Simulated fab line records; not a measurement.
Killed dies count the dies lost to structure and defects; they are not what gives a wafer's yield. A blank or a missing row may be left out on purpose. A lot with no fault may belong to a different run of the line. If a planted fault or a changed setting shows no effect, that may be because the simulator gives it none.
fab line records	flow gf180mcu
[record] lots = 12	wafers = 36	lastDay = 34
route steps=602 shown MVSD@74 V2@387
lots that met no fault: taken from a fault-free run of the same line
startH: hours from the record's first day to the start of the lot's first wafer shown	waitH: hours from the lot's prior step to this one	" identical to the entry in the row above	L1.1+2: a row that stands for several wafers	- no value, or no start given	* or withheld: withheld	< > ~ a bound
route shown NAME@n: NAME is a module with steps in the file, n the number in the route of the first one	usual: the fault-free wafers' mean and standard deviation	same: alike in all rows	chamber/n: place in a boat	sites: each site's reading	_std_site: standard deviation of those values	_edge_site: outer sites' mean less inner sites'	radiusMm: how far each site lies from the wafer's centre	mask NAME#n: copy n	behind: the most recent tool/chamber to have shaped the wafer	hold: why the lot went on hold/how many hours it stayed there/how the hold came to an end	device: whichever transistor did not switch (one of n, p or np)	end of line: tests run on the same wafers once the route is complete	step lacking rows: just its recipe	killed: count of dies lost to structure and defects at first sort (not the wafer's yield)	map: dies across one wafer; x = killed, . = not, _ = none there
set.NAME: the setting that was run; set.NAME@STEP: the one run at that earlier step	model.NAME: the simulator's own value behind a step, which no gauge read
one table for each step of the route and one row for each wafer, over a sample of lots
services: when a tool's chamber went out of use (startH, in hours from the record's first day, below 0 if earlier), for how many hours, and the reason
[[steps]]
[step GF_MVSD_IMPLANT_08]
[recipe] species = P	energyKev = 400	doseCm2 = 1.6e+13	tiltDeg = 0
[usual] beamOnS = 10.02/0.2	endStationPressureTorr = 5.07e-06/2.7e-07	faradayCurrentUA = 90.0/1.8
lot.wafer	tool	chamber	startH	waitH	beamOnS	endStationPressureTorr	faradayCurrentUA
L301.1	implanter-04	0	88.74	0.0	9.89	5.18e-06	91.1
L301.4	"	0	"	"	10.23	5.03e-06	88.2
L301.5	"	0	"	"	9.79	5.23e-06	92.2
L302.1	implanter-04	0	99.24	0.0	10.05	5.44e-06	89.3
L302.4	"	0	"	"	10.52	5.05e-06	85.3
L302.5	"	0	"	"	10.27	4.98e-06	87.8
L304.1	implanter-01	0	107.74	0.0	10.38	4.98e-06	86.8
L304.2	"	0	"	"	9.90	5.27e-06	91.0
L304.5	"	0	"	"	10.33	4.83e-06	87.1
L305.3	implanter-03	0	110.54	0.1	10.26	5.34e-06	87.9
L305.5	"	0	"	"	10.10	5.11e-06	89.4
L305.6	"	0	"	"	9.80	4.9e-06	91.9
L306.2	implanter-04	0	116.57	0.0	9.67	4.91e-06	93.2
L306.3	"	0	"	"	10.31	5.07e-06	87.5
L306.5	"	0	"	"	9.75	5.26e-06	92.1
L308.1	implanter-03	0	130.29	0.0	9.99	4.87e-06	89.9
L308.5	"	0	"	"	10.22	5.09e-06	88.7
L308.6	"	0	"	"	9.87	5.42e-06	91.7
L310.2	implanter-03	0	141.31	0.0	10.10	4.73e-06	89.6
L310.3	"	0	"	"	10.10	5.03e-06	89.7
L310.4	"	0	"	"	10.13	4.88e-06	88.9
L311.1	implanter-03	0	148.34	0.0	10.27	4.82e-06	87.8
L311.3	"	0	"	"	9.75	4.86e-06	92.2
L311.5	"	0	"	"	10.22	4.91e-06	88.2
L312.1	implanter-03	0	152.74	0.0	10.11	5.28e-06	89.3
L312.2	"	0	"	"	9.80	5.24e-06	91.5
L312.5	"	0	"	"	10.09	5.29e-06	89.7
L313.1	implanter-01	0	157.89	0.0	10.04	5.12e-06	90.1
L313.2	"	0	"	"	9.78	4.96e-06	92.7
L313.3	"	0	"	"	10.22	5.2e-06	88.3
L319.1	implanter-04	0	192.49	0.0	11.40	7.307e-05	77.7
L319.2	"	0	"	"	11.35	8.094e-05	78.1
L319.5	"	0	"	"	11.65	7.363e-05	76.2
L322.3	implanter-04	0	212.99	0.1	11.05	7.49e-05	80.2
L322.5	"	0	"	"	11.33	8.539e-05	78.1
L322.6	"	0	"	"	11.26	8.203e-05	78.5
[step GF_MVSD_TW_MEAS_11]
[usual] MVSD_TW = 1573/13
lot.wafer	tool	chamber	startH	waitH	MVSD_TW
L301.1	filmMetro-02	-	89.14	0.1	1578
L301.4	"	-	"	"	1573
L301.5	"	-	"	"	1570
L302.1	filmMetro-02	-	99.64	0.1	1574
L302.4	"	-	"	"	1571
L302.5	"	-	"	"	1577
L304.1	filmMetro-04	-	108.14	0.1	1563
L304.2	"	-	"	"	1556
L304.5	"	-	"	"	1555
L305.3	filmMetro-01	-	110.91	0.1	1589
L305.5	"	-	"	"	1585
L305.6	"	-	"	"	1595
L306.2	filmMetro-04	-	116.95	0.1	1558
L306.3	"	-	"	"	1565
L306.5	"	-	"	"	1558
L308.1	filmMetro-02	-	130.69	0.1	1567
L308.5	"	-	"	"	1571
L308.6	"	-	"	"	1565
L310.2	filmMetro-01	-	141.70	0.1	1600
L310.3	"	-	"	"	1593
L310.4	"	-	"	"	1590
L311.1	filmMetro-01	-	148.74	0.1	1581
L311.3	"	-	"	"	1585
L311.5	"	-	"	"	1591
L312.1	filmMetro-01	-	153.14	0.1	1584
L312.2	"	-	"	"	1587
L312.5	"	-	"	"	1580
L313.1	filmMetro-01	-	158.29	0.1	1587
L313.2	"	-	"	"	1598
L313.3	"	-	"	"	1592
L319.1	filmMetro-01	-	192.89	0.1	1649
L319.2	"	-	"	"	1651
L319.5	"	-	"	"	1644
L322.3	filmMetro-02	-	213.36	0.1	1632
L322.5	"	-	"	"	1620
L322.6	"	-	"	"	1636
[step GF_VT_IMPLANT_RS_MEAS_46]
[recipe] thkMeasGauge = four-point-probe
[usual] MVSD_RS = 456.5/1.2
lot.wafer	tool	chamber	startH	waitH	MVSD_RS[ohm/sq]
L301.1	filmMetro-01	-	164.30	0.1	456.9
L301.4	"	-	"	"	456.1
L301.5	"	-	"	"	457.3
L302.1	filmMetro-01	-	176.21	0.1	457.7
L302.4	"	-	"	"	457.9
L302.5	"	-	"	"	456.2
L304.1	filmMetro-01	-	185.95	0.1	457.1
L304.2	"	-	"	"	458.1
L304.5	"	-	"	"	456.8
L305.3	filmMetro-01	-	190.44	0.1	455.6
L305.5	"	-	"	"	457.2
L305.6	"	-	"	"	455.5
L306.2	filmMetro-04	-	197.33	0.1	454.7
L306.3	"	-	"	"	454.8
L306.5	"	-	"	"	455.6
L308.1	filmMetro-01	-	213.10	0.1	457.1
L308.5	"	-	"	"	456.8
L308.6	"	-	"	"	456.2
L310.2	filmMetro-04	-	225.22	0.1	454.5
L310.3	"	-	"	"	454.4
L310.4	"	-	"	"	456.0
L311.1	filmMetro-04	-	236.30	0.1	456.2
L311.3	"	-	"	"	456.8
L311.5	"	-	"	"	456.2
L312.1	filmMetro-04	-	239.80	0.1	456.8
L312.2	"	-	"	"	455.5
L312.5	"	-	"	"	455.6
L313.1	filmMetro-02	-	245.10	0.1	456.3
L313.2	"	-	"	"	456.2
L313.3	"	-	"	"	457.0
L319.1	filmMetro-01	-	284.90	0.1	426.4
L319.2	"	-	"	"	426.4
L319.5	"	-	"	"	426.2
L322.3	filmMetro-02	-	308.84	0.1	428.3
L322.5	"	-	"	"	427.6
L322.6	"	-	"	"	427.0
[step GF_V2_BOW_MEAS_05]
[recipe] mode = bow
[usual] V2_BOW = 100/8.2
lot.wafer	tool	chamber	startH	waitH	V2_BOW[um]
L301.1	filmMetro-01	-	449.54	0.1	102
L301.4	"	-	"	"	105
L301.5	"	-	"	"	101
L302.1	filmMetro-01	-	462.50	0.2	93
L302.4	"	-	"	"	106
L302.5	"	-	"	"	105
L304.1	filmMetro-04	-	477.71	0.2	85
L304.2	"	-	"	"	80
L304.5	"	-	"	"	84
L305.3	filmMetro-02	-	486.85	0.2	96
L305.5	"	-	"	"	96
L305.6	"	-	"	"	99
L306.2	filmMetro-04	-	497.23	0.2	107
L306.3	"	-	"	"	103
L306.5	"	-	"	"	106
L308.1	filmMetro-01	-	516.27	0.1	91
L308.5	"	-	"	"	105
L308.6	"	-	"	"	89
L310.2	filmMetro-04	-	531.01	0.3	113
L310.3	"	-	"	"	95
L310.4	"	-	"	"	98
L311.1	filmMetro-01	-	543.81	0.2	95
L311.3	"	-	"	"	106
L311.5	"	-	"	"	94
L312.1	filmMetro-01	-	548.27	0.1	104
L312.2	"	-	"	"	91
L312.5	"	-	"	"	93
L313.1	filmMetro-02	-	555.81	0.2	102
L313.2	"	-	"	"	92
L313.3	"	-	"	"	95
L319.1	filmMetro-01	-	597.67	0.1	98
L319.2	"	-	"	"	106
L319.5	"	-	"	"	106
L322.3	filmMetro-01	-	621.63	0.1	106
L322.5	"	-	"	"	105
L322.6	"	-	"	"	111
[step GF_V2_ETCH_17]
[recipe] chemistry = C4F8/O2/Ar	maskMaterial = KrF	target = SiO2	stopOn = TiN	sourceW = 1500	biasW = 1200	pressureMtorr = 40	c4f8FlowSccm = withheld	O2_flow_sccm = 6	Ar_flow_sccm = 300	timeS = withheld	targetDepthA = 6300
[usual] oesProductAu = 0.856/0.0042
lot.wafer	tool	chamber	startH	waitH	oesProductAu
L301.1	rieDiel-03	3	-	-	0.850
L301.4	"	3	"	"	0.848
L301.5	"	2	"	"	0.859
L302.1	rieDiel-03	0	-	-	0.855
L302.4	"	1	"	"	0.865
L302.5	"	0	"	"	0.851
L304.1	rieDiel-04	0	-	-	0.863
L304.2	"	2	"	"	0.857
L304.5	"	2	"	"	0.859
L305.3	rieDiel-03	2	-	-	0.858
L305.5	"	3	"	"	0.854
L305.6	"	0	"	"	0.855
L306.2	rieDiel-03	3	-	-	0.854
L306.3	"	2	"	"	0.856
L306.5	"	0	"	"	0.855
L308.1	rieDiel-04	2	-	-	0.846
L308.5	"	2	"	"	0.854
L308.6	"	1	"	"	0.859
L310.2	rieDiel-04	0	-	-	0.860
L310.3	"	2	"	"	0.852
L310.4	"	3	"	"	0.862
L311.1	rieDiel-04	2	-	-	0.864
L311.3	"	1	"	"	0.855
L311.5	"	2	"	"	0.857
L312.1	rieDiel-01	3	-	-	0.858
L312.2	"	2	"	"	0.869
L312.5	"	3	"	"	0.853
L313.1	rieDiel-03	1	-	-	0.856
L313.2	"	3	"	"	0.861
L313.3	"	0	"	"	0.860
L319.1	rieDiel-03	0	-	-	0.851
L319.2	"	3	"	"	0.861
L319.5	"	3	"	"	0.857
L322.3	rieDiel-03	2	-	-	0.855
L322.5	"	1	"	"	0.851
L322.6	"	2	"	"	0.859
[step GF_V2_SPUTTER_22]
[recipe] material = TiN	targetThkNm = 10	chamberPressurePa = 5	powerW = 4000	timeS = 40
[usual] chamberPressurePa = 5.000/0.01	throttleValvePct = 29.7/0.68
lot.wafer	tool	chamber	startH	waitH	chamberPressurePa	throttleValvePct
L301.1	pvdSputter-03	-	474.53	0.0	4.995	30.0
L301.4	"	-	"	"	4.999	30.0
L301.5	"	-	"	"	4.985	31.4
L302.1	pvdSputter-02	-	487.79	0.0	5.000	30.0
L302.4	"	-	"	"	5.015	29.9
L302.5	"	-	"	"	4.992	29.9
L304.1	pvdSputter-02	-	501.71	0.0	5.009	29.4
L304.2	"	-	"	"	4.993	29.7
L304.5	"	-	"	"	5.005	29.1
L305.3	pvdSputter-01	-	511.32	0.0	4.991	28.8
L305.5	"	-	"	"	4.999	29.0
L305.6	"	-	"	"	5.005	30.4
L306.2	pvdSputter-01	-	521.57	0.0	4.992	29.1
L306.3	"	-	"	"	4.988	30.3
L306.5	"	-	"	"	5.006	30.3
L308.1	pvdSputter-02	-	540.03	0.0	5.006	29.8
L308.5	"	-	"	"	5.019	29.9
L308.6	"	-	"	"	4.998	29.4
L310.2	pvdSputter-01	-	554.57	0.0	5.011	29.0
L310.3	"	-	"	"	5.002	28.9
L310.4	"	-	"	"	5.001	29.3
L311.1	pvdSputter-01	-	566.62	0.0	4.995	28.9
L311.3	"	-	"	"	5.005	29.3
L311.5	"	-	"	"	5.004	29.4
L312.1	pvdSputter-03	-	571.77	0.0	4.984	30.4
L312.2	"	-	"	"	4.993	29.1
L312.5	"	-	"	"	4.993	30.2
L313.1	pvdSputter-03	-	578.33	0.0	4.986	31.4
L313.2	"	-	"	"	5.004	30.3
L313.3	"	-	"	"	5.013	29.1
L319.1	pvdSputter-02	-	619.18	0.0	4.987	29.6
L319.2	"	-	"	"	5.006	29.3
L319.5	"	-	"	"	4.990	29.8
L322.3	pvdSputter-01	-	642.61	0.0	5.001	29.4
L322.5	"	-	"	"	4.994	30.3
L322.6	"	-	"	"	5.000	29.1
[[services]]
tool	chamber	startH	hours	kind
rieDiel-03	3	73.37	8.7	repair
rieDiel-03	0	94.08	9.4	repair
implanter-04	-	101.98	6.5	pm
implanter-03	-	120.49	6.0	pm
implanter-04	-	121.06	2.3	repair
implanter-04	-	125.00	57.1	pm
rieDiel-03	-	161.78	4.3	pm
implanter-03	-	181.64	20.3	pm
implanter-04	-	203.15	5.5	pm
implanter-03	-	231.87	1.1	repair
rieDiel-03	3	237.50	6.8	repair
pvdSputter-01	-	242.15	3.0	repair
rieDiel-03	-	266.59	6.8	repair
rieDiel-03	-	308.63	2.8	pm
rieDiel-03	2	312.04	2.1	repair
rieDiel-03	2	458.38	5.8	repair
rieDiel-03	0	470.47	3.7	repair
rieDiel-03	3	480.75	8.1	repair
rieDiel-03	2	485.71	16.8	repair
rieDiel-03	1	553.32	5.3	repair
rieDiel-03	2	567.99	5.3	repair
rieDiel-03	3	587.62	7.9	repair
rieDiel-03	2	618.58	10.3	repair
rieDiel-03	0	626.67	27.6	repair
[[key]]
[firstSign] step = GF_MVSD_IMPLANT_08	reading = endStationPressureTorr	direction = up	sigmas = 99+	usual = 5.07e-06	struck = 7.833e-05
[effect] step = GF_MVSD_IMPLANT_08	reading = faradayCurrentUA	direction = down	sigmas = 6.5	usual = 90.0	struck = 78.1
[effect] step = GF_MVSD_TW_MEAS_11	reading = MVSD_TW	direction = up	sigmas = 5.1	usual = 1573	struck = 1639
[effect] step = GF_VT_IMPLANT_RS_MEAS_46	reading = MVSD_RS	direction = down	sigmas = 25	usual = 456.5	struck = 427.0
metAt GF_MVSD_IMPLANT_08
struckLots L319,L322
testerLeftOut L319,L322
notActingAt GF_V2_BOW_MEAS_05,GF_V2_ETCH_17,GF_V2_SPUTTER_22
onsetBetween 116.57 192.49
[fault] kind = processParameterDrift	tool = implanter-04	chamber = -	onsetH = 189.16	steps = GF_MVSD_IMPLANT_08	channel = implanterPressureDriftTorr	offset = 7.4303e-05	shape = step	endH = 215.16
[fault] kind = processParameterDrift	tool = implanter-04	chamber = -	onsetH = 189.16	steps = GF_MVSD_IMPLANT_08	channel = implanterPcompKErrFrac	offset = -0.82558	shape = step	endH = 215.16
// testerLeftOut: of these lots the tester's yield and bins aren't shown, on N5 and GAA mostly nor the transistor test; their killed dies are dies lost to structure and defects alone, not to doping, threshold or leakage, so they don't give the yield
